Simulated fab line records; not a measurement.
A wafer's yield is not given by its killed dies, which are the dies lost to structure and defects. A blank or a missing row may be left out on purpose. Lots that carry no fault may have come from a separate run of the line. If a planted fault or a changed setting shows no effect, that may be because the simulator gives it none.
fab line records + flow sky130
record
- lots=6
- wafers=18
- last_day=50
route steps=708 shown GATE_OXIDE@192 POLY_GATE@204 PAD_OPEN@708
lots that met no fault: from a run of the same line without faults
start_h: hours from the record's first day to the start of the lot's first wafer shown + wait_h: hours from the lot's prior step to this one + " identical to the entry in the row above + L1.1+2: several wafers, shown together as one row + - no value present, or no start provided + * or withheld: withheld + < > ~ a bound
route shown NAME@n: a module of which the file shows steps, and the number in the route of the first + usual: mean/standard deviation taken from wafers without a fault + same: alike in all rows + chamber/n: place in a boat + sites: readings site by site + _std_site: standard deviation across them + _edge_site: inner sites' mean taken away from outer sites' mean + radius_mm: how far each site lies from the wafer's centre + mask NAME#n: copy n + behind: the most recent tool/chamber to have shaped the wafer + hold: the reason the lot was held/the length of the hold in hours/how it ended + device: the transistor (n, p or np) that didn't switch + end of line: tests of these same wafers at the route's end + a step with no rows: only its recipe + killed: count of dies lost to structure and defects at first sort (not the wafer's yield) + map: a wafer's dies, x killed, . not, _ none there
set.NAME: the setting that was run; set.NAME@STEP: the one run at that earlier step + model.NAME: the simulator's own value behind a step, which no gauge read
lots at some steps of the route; a table a step, a row a wafer
services: a tool's chamber out of use, with start hour (start_h, from the record's first day; less than 0 if before it), hours out, and reason
## steps
# step SKY_GATE_OXIDE_COAT_05
# recipe
- resist=NOVOLAK
- spin_rpm=3000
- resist_thk_nm=1140
# step SKY_GATE_OXIDE_SOFTBAKE_06
# recipe
- temp_c=90
- time_s=60
- resist=NOVOLAK
# step SKY_GATE_OXIDE_EXPOSE_07
# recipe
- mask_id=LVOM
- na=0.6
- source_shape=conventional
- sigma_outer=0.6
- polarization=unpolarized
- target_cd_nm=600
- dose_mj=170
# step SKY_GATE_OXIDE_PEB_08
# recipe
- temp_c=withheld
- time_s=*
- resist=NOVOLAK
# step SKY_GATE_OXIDE_DEVELOP_09
# recipe
- resist=NOVOLAK
- developer=TMAH
- develop_time_s=60
- dev_temp_c=23
# step SKY_GATE_OXIDE_OVL_MEAS_10
# usual
- GATE_OXIDE_OVL=1.0/1.3
| lot.wafer | tool       | chamber | start_h | wait_h | GATE_OXIDE_OVL[nm] |
|-----------|------------|---------|---------|--------|--------------------|
| L236.1    | overlay-02 | -       | 368.96  | 0.1    | 2.7                |
| L236.3    | "          | -       | "       | "      | 2.3                |
| L236.4    | "          | -       | "       | "      | 3.4                |
| L240.1    | overlay-02 | -       | 395.29  | 0.1    | 0.6                |
| L240.2    | "          | -       | "       | "      | -1.7               |
| L240.5    | "          | -       | "       | "      | 0.5                |
| L242.2    | overlay-01 | -       | 409.01  | 0.1    | 2.1                |
| L242.3    | "          | -       | "       | "      | 0.4                |
| L242.6    | "          | -       | "       | "      | 1.8                |
| L250.1    | overlay-02 | -       | 480.21  | 0.1    | 1.0                |
| L250.3    | "          | -       | "       | "      | 2.5                |
| L250.4    | "          | -       | "       | "      | 1.2                |
| L251.1    | overlay-01 | -       | 498.15  | 0.1    | 0.8                |
| L251.3    | "          | -       | "       | "      | -0.3               |
| L251.6    | "          | -       | "       | "      | 1.5                |
| L253.2    | overlay-02 | -       | 505.69  | 0.1    | -1.2               |
| L253.4    | "          | -       | "       | "      | -2.4               |
| L253.6    | "          | -       | "       | "      | 0.4                |
# step SKY_GATE_OXIDE_IMPLANT_11
# recipe
- species=B
- energy_kev=10
- dose_cm2=2.6e+12
- tilt_deg=withheld
# step SKY_GATE_OXIDE_WET_ETCH_12
# recipe
- chemistry=dHF
- target_depth_nm=16.8
- dry=n2_spin
- target=SiO2
- dilution=100:1
- temp_c=25
- time_s=336
# step SKY_GATE_OXIDE_STRIP_13
# recipe
- chemistry=O2/N2
- power_w=1400
- pressure_mtorr=1500
- platen_temp_c=withheld
- o2_flow_sccm=3000
- n2_flow_sccm=300
- overash_fraction=0.5
# usual
- drypump_motor_current_A=5.8/0.36
- o2_flow_sccm=3001/9
- oes_product_au=0.716/0.0049
- strip_time_to_endpoint_s=14.18/0.035
| lot.wafer | tool            | chamber | start_h | wait_h | drypump_motor_current_A | o2_flow_sccm | oes_product_au | rf_hours_counter_h | strip_time_to_endpoint_s |
|-----------|-----------------|---------|---------|--------|-------------------------|--------------|----------------|--------------------|--------------------------|
| L236.1    | plasma_asher-04 | 1       | 369.25  | 0.0    | 6.0                     | 3012         | 0.725          | 54                 | 14.18                    |
| L236.3    | "               | 0       | "       | "      | 5.7                     | 2991         | 0.714          | -                  | 14.16                    |
| L236.4    | "               | 1       | "       | "      | 6.0                     | 3009         | 0.722          | -                  | 14.15                    |
| L240.1    | plasma_asher-01 | 0       | 395.57  | 0.0    | 6.4                     | 2996         | 0.718          | 70                 | 14.24                    |
| L240.2    | "               | 1       | "       | "      | 5.6                     | 3002         | 0.708          | 70                 | 14.25                    |
| L240.5    | "               | 0       | "       | "      | 6.4                     | 2993         | 0.713          | -                  | 14.29                    |
| L242.2    | plasma_asher-04 | 0       | 409.30  | 0.0    | 5.7                     | 3012         | 0.713          | 58                 | 14.23                    |
| L242.3    | "               | 0       | "       | "      | 5.7                     | 3012         | 0.716          | -                  | 14.24                    |
| L242.6    | "               | 1       | "       | "      | 6.0                     | 2994         | 0.717          | -                  | 14.23                    |
| L250.1    | plasma_asher-04 | 0       | 480.51  | 0.0    | 5.8                     | 3012         | 0.712          | 65                 | 14.17                    |
| L250.3    | "               | 0       | "       | "      | 5.8                     | 3006         | 0.713          | -                  | 14.15                    |
| L250.4    | "               | 1       | "       | "      | 5.9                     | 3001         | 0.722          | -                  | 14.12                    |
| L251.1    | plasma_asher-04 | 1       | 498.45  | 0.0    | 6.0                     | 2996         | 0.720          | 67                 | 14.19                    |
| L251.3    | "               | 1       | "       | "      | 6.0                     | 2989         | 0.703          | -                  | 14.16                    |
| L251.6    | "               | 0       | "       | "      | 5.7                     | 2998         | 0.714          | -                  | 14.20                    |
| L253.2    | plasma_asher-04 | 1       | 505.97  | 0.0    | 6.0                     | 3004         | 0.716          | 68                 | 14.16                    |
| L253.4    | "               | 0       | "       | "      | 5.8                     | 2989         | 0.716          | -                  | 14.22                    |
| L253.6    | "               | 1       | "       | "      | 6.0                     | 3003         | 0.715          | -                  | 14.18                    |
# step SKY_GATE_OXIDE_TW_MEAS_14
# usual
- GATE_OXIDE_TW=225.1/1.7
| lot.wafer | tool          | chamber | start_h | wait_h | GATE_OXIDE_TW |
|-----------|---------------|---------|---------|--------|---------------|
| L236.1    | film_metro-02 | -       | 369.35  | 0.1    | 221.5         |
| L236.3    | "             | -       | "       | "      | 222.0         |
| L236.4    | "             | -       | "       | "      | 222.2         |
| L240.1    | film_metro-03 | -       | 395.67  | 0.1    | 226.9         |
| L240.2    | "             | -       | "       | "      | 227.9         |
| L240.5    | "             | -       | "       | "      | 226.5         |
| L242.2    | film_metro-04 | -       | 409.41  | 0.1    | 227.4         |
| L242.3    | "             | -       | "       | "      | 227.4         |
| L242.6    | "             | -       | "       | "      | 227.0         |
| L250.1    | film_metro-02 | -       | 480.61  | 0.1    | 224.4         |
| L250.3    | "             | -       | "       | "      | 225.3         |
| L250.4    | "             | -       | "       | "      | 224.2         |
| L251.1    | film_metro-02 | -       | 498.55  | 0.1    | 226.2         |
| L251.3    | "             | -       | "       | "      | 225.0         |
| L251.6    | "             | -       | "       | "      | 226.2         |
| L253.2    | film_metro-04 | -       | 506.08  | 0.1    | 225.6         |
| L253.4    | "             | -       | "       | "      | 228.2         |
| L253.6    | "             | -       | "       | "      | 227.0         |
# step SKY_GATE_OXIDE_CLEAN_15
# recipe
- chemistry=SC1/SC2
- mix=1:4:20
- temp_c=70
- time_s=150
- dry=n2_spin
# step SKY_GATE_OXIDE_OXIDATION_16
# recipe
- temp_c=800
- ambient=O2
- idle_temp_c=700
- ramp_up_c_per_min=10
- ramp_down_c_per_min=3
- stabilise_s=600
- purge_s=300
- target_thk_a=35.7
- ox_time_s=1915
# step SKY_POLY_GATE_CVD_00
# recipe
- material=poly-Si
- target_thk_nm=180
- temp_c=620
- time_s=720
- pressure_mtorr=200
# usual
- spike_tc_bottom_C=642.3/1.3
- spike_tc_centre_C=620.8/1.4
- spike_tc_lower_C=620.4/1.2
- spike_tc_top_C=640.4/1.8
- spike_tc_upper_C=621.1/0.97
- susceptor_temp_C=619.95/0.28
- zone_power_lower_pct=9.2/1.2
- zone_power_upper_pct=8.98/0.088
| lot.wafer | tool     | chamber | start_h | wait_h | spike_tc_bottom_C | spike_tc_centre_C | spike_tc_lower_C | spike_tc_top_C | spike_tc_upper_C | susceptor_temp_C | zone_power_lower_pct | zone_power_upper_pct | model.poly-Si_of_POLY_GATE_CVD_00.thk_nm |
|-----------|----------|---------|---------|--------|-------------------|-------------------|------------------|----------------|------------------|------------------|----------------------|----------------------|------------------------------------------|
| L236.1    | lpcvd-01 | 1       | 370.99  | 0.0    | 643.0             | 621.1             | 621.1            | 639.6          | 620.9            | 620.14           | 10.3                 | 8.88                 | 182                                      |
| L236.3    | "        | 1       | "       | "      | 643.2             | 621.8             | 622.2            | 639.8          | 619.8            | 620.04           | 10.3                 | 8.96                 | 182.1                                    |
| L236.4    | "        | 1       | "       | "      | 641.9             | 622.1             | 620.5            | 638.7          | 619.9            | 619.88           | 10.2                 | 9.10                 | 182.4                                    |
| L240.1    | lpcvd-01 | 0       | 397.50  | 0.0    | 612.8             | 590.3             | 590.3            | 613.3          | 591.5            | 591.15           | 7.0                  | 8.33                 | 91.83                                    |
| L240.2    | "        | 0       | "       | "      | 612.5             | 591.8             | 592.3            | 614.7          | 592.0            | 591.23           | 7.2                  | 8.23                 | 91.44                                    |
| L240.5    | "        | 0       | "       | "      | 612.9             | 591.6             | 591.0            | 614.3          | 591.3            | 591.37           | 7.2                  | 8.24                 | 90.8                                     |
| L242.2    | lpcvd-01 | 0       | 411.12  | 0.0    | 613.4             | 591.8             | 591.1            | 613.3          | 592.6            | 591.31           | 7.2                  | 8.33                 | 89.27                                    |
| L242.3    | "        | 0       | "       | "      | 611.3             | 590.5             | 593.2            | 616.0          | 592.4            | 590.91           | 7.1                  | 8.31                 | 88.33                                    |
| L242.6    | "        | 0       | "       | "      | 612.6             | 591.9             | 591.8            | 614.0          | 592.5            | 591.25           | 7.2                  | 8.18                 | 88.67                                    |
| L250.1    | lpcvd-01 | 0       | 482.25  | 0.0    | 638.7             | 620.8             | 620.3            | 642.8          | 622.2            | 619.50           | 7.7                  | 8.80                 | 179.7                                    |
| L250.3    | "        | 0       | "       | "      | 641.4             | 619.0             | 622.1            | 639.4          | 621.9            | 619.56           | 7.8                  | 8.89                 | 178.8                                    |
| L250.4    | "        | 0       | "       | "      | 641.6             | 619.4             | 621.6            | 640.3          | 623.4            | 619.76           | 7.6                  | 8.94                 | 179.2                                    |
| L251.1    | lpcvd-01 | 0       | 500.19  | 0.0    | 641.9             | 619.7             | 619.5            | 644.2          | 621.7            | 619.69           | 7.8                  | 9.07                 | 177.7                                    |
| L251.3    | "        | 0       | "       | "      | 642.5             | 618.3             | 620.1            | 641.7          | 621.7            | 619.63           | 7.8                  | 8.87                 | 176.8                                    |
| L251.6    | "        | 0       | "       | "      | 643.1             | 619.6             | 619.8            | 643.6          | 620.2            | 619.73           | 7.8                  | 9.03                 | 179.5                                    |
| L253.2    | lpcvd-01 | 1       | 507.72  | 0.0    | 643.6             | 621.7             | 619.3            | 639.5          | 620.4            | 619.89           | 10.2                 | 9.05                 | 178.7                                    |
| L253.4    | "        | 1       | "       | "      | 644.2             | 621.1             | 619.0            | 639.2          | 621.5            | 619.70           | 10.3                 | 8.97                 | 179.6                                    |
| L253.6    | "        | 1       | "       | "      | 642.7             | 621.1             | 620.4            | 640.2          | 620.1            | 619.47           | 10.1                 | 8.90                 | 178.9                                    |
# step SKY_POLY_GATE_THK_MEAS_01
# recipe
- reads=poly-Si_of_POLY_GATE_CVD_00
# usual
- POLY_GATE_CVD_00_THK=179.9/1.6
| lot.wafer | tool          | chamber | start_h | wait_h | hold                     | POLY_GATE_CVD_00_THK[nm] |
|-----------|---------------|---------|---------|--------|--------------------------|--------------------------|
| L236.1    | film_metro-01 | -       | 372.19  | 0.0    | -                        | 181.8                    |
| L236.3    | "             | -       | "       | "      | -                        | 182.2                    |
| L236.4    | "             | -       | "       | "      | -                        | 182.5                    |
| L240.1    | film_metro-01 | -       | 398.70  | 0.0    | await_dispo/0.2h/release | 91.9                     |
| L240.2    | "             | -       | "       | "      | await_dispo/0.2h/release | 91.4                     |
| L240.5    | "             | -       | "       | "      | await_dispo/0.2h/release | 90.8                     |
| L240.1    | film_metro-01 | -       | 398.93  | 0.2    | -                        | 92.0                     |
| L240.2    | "             | -       | "       | "      | -                        | 91.4                     |
| L240.5    | "             | -       | "       | "      | -                        | 90.9                     |
| L242.2    | film_metro-03 | -       | 412.33  | 0.0    | await_dispo/0.2h/release | 89.3                     |
| L242.3    | "             | -       | "       | "      | await_dispo/0.2h/release | 88.2                     |
| L242.6    | "             | -       | "       | "      | await_dispo/0.2h/release | 88.7                     |
| L242.2    | film_metro-03 | -       | 412.55  | 0.2    | -                        | 89.2                     |
| L242.3    | "             | -       | "       | "      | -                        | 88.3                     |
| L242.6    | "             | -       | "       | "      | -                        | 88.6                     |
| L250.1    | film_metro-01 | -       | 483.45  | 0.0    | -                        | 179.7                    |
| L250.3    | "             | -       | "       | "      | -                        | 178.9                    |
| L250.4    | "             | -       | "       | "      | -                        | 179.1                    |
| L251.1    | film_metro-02 | -       | 501.39  | 0.0    | -                        | 177.9                    |
| L251.3    | "             | -       | "       | "      | -                        | 176.7                    |
| L251.6    | "             | -       | "       | "      | -                        | 179.5                    |
| L253.2    | film_metro-01 | -       | 508.93  | 0.0    | -                        | 178.7                    |
| L253.4    | "             | -       | "       | "      | -                        | 179.5                    |
| L253.6    | "             | -       | "       | "      | -                        | 178.8                    |
# step SKY_PAD_OPEN_PROBE_99
# usual
- defect_limited_yield=82.3/1.8
- killed_at_M0_to_M3=43/7
- killed_at_M4_up=3.1/1.9
- killed_at_contacts=25/6.1
- killed_at_front_end=15/4.5
- killed_at_other=0.3/0.55
- killed_dies=87/8.9
- killed_open=47/6.4
- killed_short=40/6.6
- sort_bin_3_pad_short=0.9/0.42
- sort_bin_5_function=10.4/1.4
- sort_bin_6_memory=6.5/1.1
- sort_n_pass=405/8.9
- sort_yield_pct=82.3/1.8
# same
- gross_dies=492
- killed_at_back_side=0
- sort_bin_4_leakage[%]=0
- sort_bin_8_speed[%]=0
| lot.wafer | tool      | chamber | start_h | wait_h | defect_limited_yield[%] | killed_at_M0_to_M3 | killed_at_M4_up | killed_at_contacts | killed_at_front_end | killed_at_other | killed_dies | killed_open | killed_short | sort_bin_3_pad_short[%] | sort_bin_5_function[%] | sort_bin_6_memory[%] | sort_n_pass | sort_yield_pct[%] |
|-----------|-----------|---------|---------|--------|-------------------------|--------------------|-----------------|--------------------|---------------------|-----------------|-------------|-------------|--------------|-------------------------|------------------------|----------------------|-------------|-------------------|
| L236.1    | prober-02 | -       | 1121.72 | 0.1    | 81.9                    | 42                 | 4               | 21                 | 22                  | 0               | 89          | 47          | 42           | 0.6                     | 10.0                   | 7.5                  | 403         | 81.9              |
| L236.3    | prober-02 | -       | 1121.82 | 0.2    | 79.1                    | 45                 | 4               | 31                 | 22                  | 1               | 103         | 60          | 43           | 0.4                     | 12.4                   | 8.1                  | 389         | 79.1              |
| L236.4    | prober-02 | -       | 1121.87 | 0.2    | 80.9                    | 43                 | 5               | 31                 | 14                  | 1               | 94          | 48          | 46           | 1.2                     | 12.8                   | 5.1                  | 398         | 80.9              |
| L250.1    | prober-02 | -       | 1187.93 | 0.1    | 82.3                    | 47                 | 2               | 22                 | 15                  | 1               | 87          | 46          | 41           | 0.8                     | 11.4                   | 5.5                  | 405         | 82.3              |
| L250.3    | prober-02 | -       | 1188.03 | 0.2    | 82.3                    | 46                 | 1               | 28                 | 12                  | 0               | 87          | 45          | 42           | 1.2                     | 9.8                    | 6.7                  | 405         | 82.3              |
| L250.4    | prober-02 | -       | 1188.08 | 0.2    | 82.5                    | 47                 | 2               | 23                 | 14                  | 0               | 86          | 44          | 42           | 0.4                     | 11.0                   | 6.1                  | 406         | 82.5              |
| L251.1    | prober-02 | -       | 1201.93 | 0.1    | 82.7                    | 30                 | 1               | 25                 | 29                  | 0               | 85          | 45          | 40           | 1.4                     | 10.6                   | 5.3                  | 407         | 82.7              |
| L251.3    | prober-02 | -       | 1202.03 | 0.2    | 86.8                    | 23                 | 4               | 25                 | 13                  | 0               | 65          | 32          | 33           | 0.8                     | 9.1                    | 3.3                  | 427         | 86.8              |
| L251.6    | prober-02 | -       | 1202.18 | 0.2    | 79.5                    | 30                 | 4               | 39                 | 27                  | 1               | 101         | 48          | 53           | 1.4                     | 10.8                   | 8.3                  | 391         | 79.5              |
# killed by level:class
L236.1 CONTACT:geometric_particle:open=12 FIELD_ISO:geometric_particle:short=9 METAL1:geometric_particle:short=8 FIELD_ISO:geometric_particle:open=7 VIA2:geometric_particle:open=6 VIA1:geometric_particle:short=6 VIA1:geometric_particle:open=6 VIA3:geometric_particle:open=4
L236.3 LI_CONTACT:geometric_particle:open=13 CONTACT:geometric_particle:open=10 VIA1:geometric_particle:open=9 FIELD_ISO:geometric_particle:short=7 CONTACT:geometric_particle:short=6 METAL1:geometric_particle:short=6 POLY_GATE:geometric_particle:open=5 METAL2:geometric_particle:open=5
L236.4 LI_CONTACT:geometric_particle:open=9 VIA2:geometric_particle:open=9 LOCAL_INTERCONNECT:geometric_particle:short=8 FIELD_ISO:geometric_particle:short=6 VIA1:geometric_particle:open=6 CONTACT:geometric_particle:open=6 METAL1:geometric_particle:short=6 VIA1:geometric_particle:short=4
L250.1 VIA1:geometric_particle:open=17 LOCAL_INTERCONNECT:geometric_particle:short=7 FIELD_ISO:geometric_particle:open=6 METAL1:geometric_particle:short=6 VIA2:geometric_particle:open=6 LI_CONTACT:geometric_particle:open=4 VIA1:geometric_particle:short=4 LI_CONTACT:geometric_particle:short=3
L250.3 VIA1:geometric_particle:open=11 LOCAL_INTERCONNECT:geometric_particle:short=8 LI_CONTACT:geometric_particle:open=7 CONTACT:geometric_particle:open=7 VIA1:geometric_particle:short=7 VIA2:geometric_particle:open=7 METAL2:geometric_particle:short=6 METAL1:geometric_particle:short=6
L250.4 VIA3:geometric_particle:open=11 VIA2:geometric_particle:open=9 CONTACT:geometric_particle:open=8 CONTACT:geometric_particle:short=6 METAL1:geometric_particle:short=6 VIA1:geometric_particle:short=6 FIELD_ISO:geometric_particle:short=4 FIELD_ISO:geometric_particle:open=4
L251.1 FIELD_ISO:geometric_particle:short=9 LI_CONTACT:geometric_particle:open=8 POLY_GATE:geometric_particle:short=7 VIA3:geometric_particle:open=7 VIA1:geometric_particle:open=6 FIELD_ISO:geometric_particle:open=5 CONTACT:geometric_particle:open=5 POLY_GATE:geometric_particle:open=4
L251.3 CONTACT:geometric_particle:open=10 CONTACT:geometric_particle:short=6 VIA1:geometric_particle:open=4 LOCAL_INTERCONNECT:geometric_particle:short=4 METAL2:geometric_particle:short=4 FIELD_ISO:geometric_particle:open=3 POLY_GATE:geometric_particle:short=3 LI_CONTACT:geometric_particle:short=3
L251.6 CONTACT:geometric_particle:open=14 LOCAL_INTERCONNECT:geometric_particle:short=11 POLY_GATE:geometric_particle:open=9 FIELD_ISO:geometric_particle:short=6 POLY_GATE:geometric_particle:short=6 LI_CONTACT:geometric_particle:open=6 VIA3:geometric_particle:short=5 CONTACT:geometric_particle:short=5
## services
| tool     | chamber | start_h | hours | kind   |
|----------|---------|---------|-------|--------|
| lpcvd-01 | -       | 379.12  | 6.0   | pm     |
| lpcvd-01 | -       | 463.54  | 0.9   | repair |
## key
first_sign
- step=SKY_POLY_GATE_CVD_00
- reading=susceptor_temp_C
- direction=down
- sigmas=99+
- usual=*
- struck=*
effect
- step=SKY_POLY_GATE_CVD_00
- reading=spike_tc_upper_C
- direction=down
- sigmas=30
- usual=621.1
- struck=592.1
effect
- step=SKY_POLY_GATE_THK_MEAS_01
- reading=visit
- direction=added
effect
- step=SKY_POLY_GATE_THK_MEAS_01
- reading=POLY_GATE_CVD_00_THK
- direction=down
- sigmas=55
- usual=179.9
- struck=90.0
model_effect
- step=SKY_POLY_GATE_CVD_00
- value=poly-Si_of_POLY_GATE_CVD_00.thk_nm
- without=180
- struck=90.06
met_at SKY_POLY_GATE_CVD_00
struck_wafers L240.1,L240.2,L240.5,L242.2,L242.3,L242.6
scrapped_behind SKY_POLY_GATE_THK_MEAS_01 L240.1,L240.2,L240.5,L242.2,L242.3,L242.6
fault
- kind=process_parameter_drift
- tool=lpcvd-01
- chamber=0
- onset_h=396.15
- steps=SKY_POLY_GATE_CVD_00
- channel=temp_c
- offset=*
- shape=step
- end_h=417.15
- stated=*
